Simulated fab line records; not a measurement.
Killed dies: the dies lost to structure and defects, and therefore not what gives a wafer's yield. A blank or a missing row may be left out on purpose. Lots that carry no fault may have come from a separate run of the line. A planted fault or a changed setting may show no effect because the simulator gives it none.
The tool behind it: which one? :: flow gf180mcu :: 42 wafers from 14 lots sampled at 3 of the route's 602 steps

## WHAT THE GAUGES READ, wafer by wafer
GF_CONTACT_BOW_MEAS_05. Usual: CONTACT_BOW 65 um, standard deviation 6.5.
lot: L297
measured: day 15 02:55
on: film_metro-03
CONTACT_BOW (um): 60 61 54
flag: 

lot: L299
measured: day 15 20:42
on: film_metro-03
CONTACT_BOW (um): 65 75 62
flag: 

lot: L300
measured: day 16 07:07
on: film_metro-01
CONTACT_BOW (um): 68 73 64
flag: 

lot: L303
measured: day 17 12:37
on: film_metro-01
CONTACT_BOW (um): 68 68 63
flag: 

lot: L304
measured: day 17 22:16
on: film_metro-03
CONTACT_BOW (um): 64 52 54
flag: 

lot: L305
measured: day 18 05:26
on: film_metro-04
CONTACT_BOW (um): 68 58 66
flag: 

lot: L306
measured: day 18 13:20
on: film_metro-04
CONTACT_BOW (um): 65 65 62
flag: 

lot: L308
measured: day 19 03:42
on: film_metro-01
CONTACT_BOW (um): 68 73 62
flag: 

lot: L309
measured: day 19 22:25
on: film_metro-04
CONTACT_BOW (um): 68 62 63
flag: 

lot: L310
measured: day 20 01:31
on: film_metro-04
CONTACT_BOW (um): 63 47 65
flag: 

lot: L313
measured: day 21 03:06
on: film_metro-03
CONTACT_BOW (um): 76 65 69
flag: 

lot: L316
measured: day 21 23:34
on: film_metro-04
CONTACT_BOW (um): 72 67 61
flag: 

lot: L319
measured: day 22 22:22
on: film_metro-04
CONTACT_BOW (um): 68 62 67
flag: 

lot: L320
measured: day 23 05:36
on: film_metro-04
CONTACT_BOW (um): 68 72 62
flag: 

GF_CONTACT_CD_MEAS_14 targets a cd of 220 nm. Usual: cd_nm at 219.9 nm, with a standard deviation of 1.2.
lot: L297
measured: day 16 01:12
on: cd_sem-01
cd_nm (nm): 219.2 219.7 219.7
flag: 

lot: L299
measured: day 16 19:22
on: cd_sem-01
cd_nm (nm): 218.6 221.1 219.8
flag: 

lot: L300
measured: day 17 05:45
on: cd_sem-02
cd_nm (nm): 219.7 221.7 221.7
flag: 

lot: L303
measured: day 18 12:05
on: cd_sem-01
cd_nm (nm): 219.2 218.8 219.6
flag: 

lot: L304
measured: day 18 22:13
on: cd_sem-01
cd_nm (nm): 219.2 220.8 219.2
flag: 

lot: L305
measured: day 19 05:17
on: cd_sem-02
cd_nm (nm): 221.1 220.5 219.9
flag: 

lot: L306
measured: day 19 13:41
on: cd_sem-01
cd_nm (nm): 220.7 222.4 221.5
flag: 

lot: L308
measured: day 20 04:06
on: cd_sem-01
cd_nm (nm): 220.8 220.7 219.2
flag: 

lot: L309
measured: day 20 22:56
on: cd_sem-02
cd_nm (nm): 220.0 219.6 220.1
flag: 

lot: L310
measured: day 21 01:22
on: cd_sem-02
cd_nm (nm): 195.4 219.5 220.4
flag: OFF

lot: L313
measured: day 22 03:00
on: cd_sem-02
cd_nm (nm): 196.4 219.9 220.8
flag: OFF

lot: L316
measured: day 22 22:55
on: cd_sem-01
cd_nm (nm): 219.6 219.4 219.1
flag: 

lot: L319
measured: day 23 21:34
on: cd_sem-01
cd_nm (nm): 220.0 221.7 221.2
flag: 

lot: L320
measured: day 24 03:44
on: cd_sem-02
cd_nm (nm): 218.3 219.3 217.8
flag: 

## WHICH TOOL RAN EACH LOT (tool, then ch and the chambers of the sampled wafers, then the start)
lot: L297
GF_CONTACT_EXPOSE_11: krf_scanner-01 ch 0, day 15 14:06

lot: L299
GF_CONTACT_EXPOSE_11: krf_scanner-02 ch 0, day 16 07:50

lot: L300
GF_CONTACT_EXPOSE_11: krf_scanner-01 ch 0, day 16 19:02

lot: L303
GF_CONTACT_EXPOSE_11: krf_scanner-02 ch 0, day 18 00:23

lot: L304
GF_CONTACT_EXPOSE_11: krf_scanner-01 ch 0, day 18 10:15

lot: L305
GF_CONTACT_EXPOSE_11: krf_scanner-01 ch 0, day 18 17:23

lot: L306
GF_CONTACT_EXPOSE_11: krf_scanner-01 ch 0, day 19 01:08

lot: L308
GF_CONTACT_EXPOSE_11: krf_scanner-02 ch 0, day 19 15:52

lot: L309
GF_CONTACT_EXPOSE_11: krf_scanner-02 ch 0, day 20 10:40

lot: L310
GF_CONTACT_EXPOSE_11: krf_scanner-02 ch 0, day 20 13:21

lot: L313
GF_CONTACT_EXPOSE_11: krf_scanner-02 ch 0, day 21 15:01

lot: L316
GF_CONTACT_EXPOSE_11: krf_scanner-01 ch 0, day 22 11:04

lot: L319
GF_CONTACT_EXPOSE_11: krf_scanner-01 ch 0, day 23 10:07

lot: L320
GF_CONTACT_EXPOSE_11: krf_scanner-01 ch 0, day 23 16:52
- GF_CONTACT_EXPOSE_11: exposes mask Contact, target cd 220 nm.

## AS READ BY THE TOOLS THEMSELVES (means over the sampled wafers that have a number; for cases with no such wafer, the mark the record gives instead)
The record holds no such reading with a usual standard deviation.

## THE ANSWER, worked out from the rows above alone
Rule: a lot counts as off when the mean over its wafers that have a number is more than 3 standard deviations away from the usual mean. Also off: a lot with no number at a reading for which 4 or more lots have one. Where the step has rows for the other lots, those lots are counted as sound. Order of review: gauges by route order, followed by the tools' own readings, for which a lot's mean as printed above is used. The first step at which some lot is off is used, and at that step the reading that is off furthest; a lot without a number counts as furthest.
Off: L310, L313, at GF_CONTACT_CD_MEAS_14 (cd_nm).
If a tool, at a process step before that reading, ran all the lots that are off and no sound lot after the first of them, it fits. The gauges at GF_CONTACT_CD_MEAS_14 are tried like those tools. One candidate fits, namely krf_scanner-02 at GF_CONTACT_EXPOSE_11. A fault onset in the window from L309 (day 20 10:40, its last sound lot) to L310 (day 20 13:21, its first lot off) fits.

## WHAT HAD BEEN PUT IN BY THE SIMULATOR
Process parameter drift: krf_scanner-02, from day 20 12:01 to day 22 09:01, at GF_CONTACT_EXPOSE_11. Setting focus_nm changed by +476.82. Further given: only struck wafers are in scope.
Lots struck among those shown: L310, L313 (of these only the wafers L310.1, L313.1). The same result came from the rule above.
